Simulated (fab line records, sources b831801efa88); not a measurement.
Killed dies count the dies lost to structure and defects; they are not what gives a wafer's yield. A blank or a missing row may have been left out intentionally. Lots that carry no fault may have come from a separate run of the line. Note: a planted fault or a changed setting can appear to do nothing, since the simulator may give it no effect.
What tool caused it? :: flow gf180mcu :: Sampling: 11 lots, 31 wafers, 4 of 602 route steps

## WHAT THE GAUGES READ, wafer by wafer
GF_MVSD_TW_MEAS_11. Usual: MVSD_TW gives 1596 (standard deviation 6.2).
lot: L836
measured: day 4 16:59
on: film_metro-04
MVSD_TW: 1588 1591 1595
flag: 

lot: L837
measured: day 4 22:51
on: film_metro-02
MVSD_TW: 1600 1603 1602
flag: 

lot: L838
measured: day 5 04:19
on: film_metro-02
MVSD_TW: 1603 1610 1597
flag: 

lot: L839
measured: day 5 09:28
on: film_metro-04
MVSD_TW: 1595 1596 1595
flag: 

lot: L844
measured: day 6 15:55
on: film_metro-02
MVSD_TW: 1591 1593 1594
flag: 

lot: L845
measured: day 6 20:10
on: film_metro-02
MVSD_TW: 1590 1602 1600
flag: 

lot: L848
measured: day 7 13:59
on: film_metro-02
MVSD_TW: 1592
flag: 

lot: L850
measured: day 8 05:25
on: film_metro-04
MVSD_TW: 1589 1593 1593
flag: 

lot: L851
measured: day 8 08:24
on: film_metro-04
MVSD_TW: 1589
flag: 

lot: L856
measured: day 9 16:11
on: film_metro-02
MVSD_TW: 1598 1596 1595
flag: 

lot: L858
measured: day 9 23:58
on: film_metro-02
MVSD_TW: 1594 1595 1592
flag: 

## TOOL THAT RAN EACH LOT (tool first, then ch and the chambers of the sampled wafers, then the start)
lot: L836
GF_STI_ETCH_13: rie_diel-03 ch 0,1,3, day 2 07:14
GF_STI_ETCH_14: rie_si-01 ch 1,2, day 2 07:19
GF_STI_STRIP_15: plasma_asher-04 ch 0,1, day 2 07:26

lot: L837
GF_STI_ETCH_13: rie_diel-04 ch 0,2, day 2 12:08
GF_STI_ETCH_14: rie_si-01 ch 0,2,3, day 2 12:13
GF_STI_STRIP_15: plasma_asher-01 ch 0,1, day 2 12:18

lot: L838
GF_STI_ETCH_13: rie_diel-03 ch 0,2, day 2 17:31
GF_STI_ETCH_14: rie_si-02 ch 1,2, day 2 17:35
GF_STI_STRIP_15: plasma_asher-03 ch 0,1, day 2 17:40

lot: L839
GF_STI_ETCH_13: rie_diel-01 ch 0,1,3, day 2 21:52
GF_STI_ETCH_14: rie_si-01 ch 0,2,3, day 2 21:57
GF_STI_STRIP_15: plasma_asher-04 ch 0,1, day 2 22:01

lot: L844
GF_STI_ETCH_13: rie_diel-04 ch 1,2,3, day 4 00:05
GF_STI_ETCH_14: rie_si-01 ch 0,3, day 4 00:10
GF_STI_STRIP_15: plasma_asher-01 ch 0,1, day 4 00:15

lot: L845
GF_STI_ETCH_13: rie_diel-03 ch 0,2,3, day 4 04:11
GF_STI_ETCH_14: rie_si-02 ch 0,1,2, day 4 04:16
GF_STI_STRIP_15: plasma_asher-04 ch 0,1, day 4 04:21

lot: L848
GF_STI_ETCH_13: rie_diel-03 ch 0,2, day 4 22:11
GF_STI_ETCH_14: rie_si-01 ch 2, day 4 22:16
GF_STI_STRIP_15: plasma_asher-04 ch 0,1, day 4 22:22

lot: L850
GF_STI_ETCH_13: rie_diel-01 ch 0,1,2, day 5 07:20
GF_STI_ETCH_14: rie_si-01 ch 2,3, day 5 07:25
GF_STI_STRIP_15: plasma_asher-04 ch 0,1, day 5 07:29

lot: L851
GF_STI_ETCH_13: rie_diel-03 ch 2, day 5 12:18
GF_STI_ETCH_14: rie_si-01 ch 0,1, day 5 12:23
GF_STI_STRIP_15: plasma_asher-04 ch 0,1, day 5 12:29

lot: L856
GF_STI_ETCH_13: rie_diel-04 ch 0,1,2, day 6 13:24
GF_STI_ETCH_14: rie_si-01 ch 0,1, day 6 13:29
GF_STI_STRIP_15: plasma_asher-01 ch 0,1, day 6 13:35

lot: L858
GF_STI_ETCH_13: rie_diel-01 ch 0,1,3, day 6 23:33
GF_STI_ETCH_14: rie_si-02 ch 0,1,3, day 6 23:38
GF_STI_STRIP_15: plasma_asher-01 ch 0,1, day 6 23:43
- GF_STI_ETCH_13: etches the open film in CHF3/O2, stops on Si, target depth 282.31 nm, time 112.9 s.
- GF_STI_ETCH_14: etches Si in HBr/Cl2/O2, target depth 360 nm, time 102.9 s.
- GF_STI_STRIP_15: strips in O2/N2.

## AS READ BY THE TOOLS THEMSELVES (means over the sampled wafers that have a number; for cases with no such wafer, the mark the record gives instead)
GF_STI_ETCH_13. Usual: O2_flow_sccm 5.000 sccm, standard deviation 0.015; drypump_motor_current_A 5.8 A, standard deviation 0.38; oes_product_au 0.833 a.u., standard deviation 0.0059; run_length_s 141.4 s, standard deviation 0.37; throttle_valve_pct 8.811 %, standard deviation 0.0082.
lot: L836
tool: rie_diel-03
O2_flow_sccm (sccm): 4.996
drypump_motor_current_A (A): 5.7
oes_product_au (a.u.): 0.838
run_length_s (s): 141.6
throttle_valve_pct (%): 8.809
flag: 

lot: L837
tool: rie_diel-04
O2_flow_sccm (sccm): 5.011
drypump_motor_current_A (A): 5.4
oes_product_au (a.u.): 0.830
run_length_s (s): 141.5
throttle_valve_pct (%): 8.807
flag: 

lot: L838
tool: rie_diel-03
O2_flow_sccm (sccm): 5.010
drypump_motor_current_A (A): 6.1
oes_product_au (a.u.): 0.828
run_length_s (s): 141.7
throttle_valve_pct (%): 8.802
flag: 

lot: L839
tool: rie_diel-01
O2_flow_sccm (sccm): 5.009
drypump_motor_current_A (A): 5.9
oes_product_au (a.u.): 0.832
run_length_s (s): 141.4
throttle_valve_pct (%): 8.809
flag: 

lot: L844
tool: rie_diel-04
O2_flow_sccm (sccm): 5.010
drypump_motor_current_A (A): 5.9
oes_product_au (a.u.): 0.840
run_length_s (s): 141.6
throttle_valve_pct (%): 8.822
flag: 

lot: L845
tool: rie_diel-03
O2_flow_sccm (sccm): 5.002
drypump_motor_current_A (A): 5.9
oes_product_au (a.u.): 0.836
run_length_s (s): 141.4
throttle_valve_pct (%): 8.818
flag: 

lot: L848
tool: rie_diel-03
O2_flow_sccm (sccm): 5.026
drypump_motor_current_A (A): 6.0
oes_product_au (a.u.): 0.917
run_length_s (s): 117.4
throttle_valve_pct (%): 8.832
flag: OFF

lot: L850
tool: rie_diel-01
O2_flow_sccm (sccm): 5.009
drypump_motor_current_A (A): 5.6
oes_product_au (a.u.): 0.834
run_length_s (s): 141.2
throttle_valve_pct (%): 8.818
flag: 

lot: L851
tool: rie_diel-03
O2_flow_sccm (sccm): 5.002
drypump_motor_current_A (A): 6.2
oes_product_au (a.u.): 0.916
run_length_s (s): 117.5
throttle_valve_pct (%): 8.832
flag: OFF

lot: L856
tool: rie_diel-04
O2_flow_sccm (sccm): 5.005
drypump_motor_current_A (A): 5.6
oes_product_au (a.u.): 0.835
run_length_s (s): 141.4
throttle_valve_pct (%): 8.804
flag: 

lot: L858
tool: rie_diel-01
O2_flow_sccm (sccm): 4.997
drypump_motor_current_A (A): 5.9
oes_product_au (a.u.): 0.834
run_length_s (s): 140.9
throttle_valve_pct (%): 8.815
flag: 

GF_STI_ETCH_14. Usual: O2_flow_sccm 6.001 sccm, standard deviation 0.019; drypump_motor_current_A 5.8 A, standard deviation 0.52; oes_product_au 0.999 a.u., standard deviation 0.0089; run_length_s 131.2 s, standard deviation 0.54; throttle_valve_pct 25.658 %, standard deviation 0.01.
lot: L836
tool: rie_si-01
O2_flow_sccm (sccm): 5.999
drypump_motor_current_A (A): 5.4
oes_product_au (a.u.): 0.997
run_length_s (s): 130.8
throttle_valve_pct (%): 25.675
flag: 

lot: L837
tool: rie_si-01
O2_flow_sccm (sccm): 5.990
drypump_motor_current_A (A): 6.0
oes_product_au (a.u.): 1.002
run_length_s (s): 131.2
throttle_valve_pct (%): 25.653
flag: 

lot: L838
tool: rie_si-02
O2_flow_sccm (sccm): 6.011
drypump_motor_current_A (A): 5.8
oes_product_au (a.u.): 1.007
run_length_s (s): 131.3
throttle_valve_pct (%): 25.651
flag: 

lot: L839
tool: rie_si-01
O2_flow_sccm (sccm): 6.003
drypump_motor_current_A (A): 6.0
oes_product_au (a.u.): 1.000
run_length_s (s): 130.7
throttle_valve_pct (%): 25.664
flag: 

lot: L844
tool: rie_si-01
O2_flow_sccm (sccm): 5.999
drypump_motor_current_A (A): 6.3
oes_product_au (a.u.): 1.008
run_length_s (s): 131.5
throttle_valve_pct (%): 25.653
flag: 

lot: L845
tool: rie_si-02
O2_flow_sccm (sccm): 6.005
drypump_motor_current_A (A): 5.9
oes_product_au (a.u.): 1.009
run_length_s (s): 131.3
throttle_valve_pct (%): 25.651
flag: 

lot: L848
tool: rie_si-01
O2_flow_sccm (sccm): 5.995
drypump_motor_current_A (A): 5.7
oes_product_au (a.u.): 0.679
run_length_s (s): 130.7
throttle_valve_pct (%): 25.885
flag: OFF

lot: L850
tool: rie_si-01
O2_flow_sccm (sccm): 6.015
drypump_motor_current_A (A): 6.0
oes_product_au (a.u.): 1.008
run_length_s (s): 130.8
throttle_valve_pct (%): 25.660
flag: 

lot: L851
tool: rie_si-01
O2_flow_sccm (sccm): 6.021
drypump_motor_current_A (A): 5.3
oes_product_au (a.u.): 0.669
run_length_s (s): 131.5
throttle_valve_pct (%): 25.873
flag: OFF

lot: L856
tool: rie_si-01
O2_flow_sccm (sccm): 5.983
drypump_motor_current_A (A): 5.5
oes_product_au (a.u.): 0.995
run_length_s (s): 130.7
throttle_valve_pct (%): 25.661
flag: 

lot: L858
tool: rie_si-02
O2_flow_sccm (sccm): 6.012
drypump_motor_current_A (A): 5.9
oes_product_au (a.u.): 1.002
run_length_s (s): 131.3
throttle_valve_pct (%): 25.663
flag: 

GF_STI_STRIP_15. Usual: drypump_motor_current_A 5.7 A, standard deviation 0.58; heater_power_w 303 W, standard deviation 41; oes_product_au 0.382 a.u., standard deviation 0.0053; strip_time_to_endpoint_s 3.72 s, standard deviation 0.043.
lot: L836
tool: plasma_asher-04
drypump_motor_current_A (A): 5.8
heater_power_w (W): 289
oes_product_au (a.u.): 0.386
strip_time_to_endpoint_s (s): 3.77
flag: 

lot: L837
tool: plasma_asher-01
drypump_motor_current_A (A): 5.3
heater_power_w (W): 279
oes_product_au (a.u.): 0.381
strip_time_to_endpoint_s (s): 3.71
flag: 

lot: L838
tool: plasma_asher-03
drypump_motor_current_A (A): 6.3
heater_power_w (W): 379
oes_product_au (a.u.): 0.385
strip_time_to_endpoint_s (s): 3.75
flag: 

lot: L839
tool: plasma_asher-04
drypump_motor_current_A (A): 5.8
heater_power_w (W): 291
oes_product_au (a.u.): 0.376
strip_time_to_endpoint_s (s): 3.69
flag: 

lot: L844
tool: plasma_asher-01
drypump_motor_current_A (A): 5.3
heater_power_w (W): 282
oes_product_au (a.u.): 0.382
strip_time_to_endpoint_s (s): 3.71
flag: 

lot: L845
tool: plasma_asher-04
drypump_motor_current_A (A): 5.8
heater_power_w (W): 286
oes_product_au (a.u.): 0.384
strip_time_to_endpoint_s (s): 3.68
flag: 

lot: L848
tool: plasma_asher-04
drypump_motor_current_A (A): 6.0
heater_power_w (W): 293
oes_product_au (a.u.): 0.406
strip_time_to_endpoint_s (s): 4.34
flag: OFF

lot: L850
tool: plasma_asher-04
drypump_motor_current_A (A): 6.1
heater_power_w (W): 294
oes_product_au (a.u.): 0.387
strip_time_to_endpoint_s (s): 3.64
flag: 

lot: L851
tool: plasma_asher-04
drypump_motor_current_A (A): 6.0
heater_power_w (W): 292
oes_product_au (a.u.): 0.410
strip_time_to_endpoint_s (s): 4.29
flag: OFF

lot: L856
tool: plasma_asher-01
drypump_motor_current_A (A): 5.1
heater_power_w (W): 291
oes_product_au (a.u.): 0.379
strip_time_to_endpoint_s (s): 3.77
flag: 

lot: L858
tool: plasma_asher-01
drypump_motor_current_A (A): 5.1
heater_power_w (W): 289
oes_product_au (a.u.): 0.384
strip_time_to_endpoint_s (s): 3.71
flag: 

## THE ANSWER, worked out from the rows above alone
Rule: lot off if the mean of its wafers having a number is beyond 3 standard deviations from the usual mean. A lot without any number at a reading at which 4 lots or more have one is off too. The other lots that the step has rows for count as sound. Order of review: gauges by route order, followed by the tools' own readings, for which a lot's mean as printed above is used. The first step at which some lot is off is used, and at that step the reading that is off furthest; a lot without a number counts as furthest.
Off: L848, L851, at GF_STI_ETCH_13 (run_length_s).
If a tool, at that step or one of the process steps before it, ran each lot that is off and ran no sound lot following the first of them, it fits. One fits: GF_STI_ETCH_13 on rie_diel-03. Its last sound lot is L845 (day 4 04:11), its first lot that is off L848 (day 4 22:11): a fault that began between those two fits.
The tool's own readings at GF_STI_ETCH_13 bear it out: on the lots that are off they differ by more than 5 times the standard deviation of the sound lots' means. oes_product_au reads 0.917 a.u. there against 0.834 a.u. on the sound lots; run_length_s reads 117.5 s there against 141.4 s on the sound lots.

## WHAT THE SIMULATOR PUT IN
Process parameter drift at GF_STI_ETCH_13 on rie_diel-03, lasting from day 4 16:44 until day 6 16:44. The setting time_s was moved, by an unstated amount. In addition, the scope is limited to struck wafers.
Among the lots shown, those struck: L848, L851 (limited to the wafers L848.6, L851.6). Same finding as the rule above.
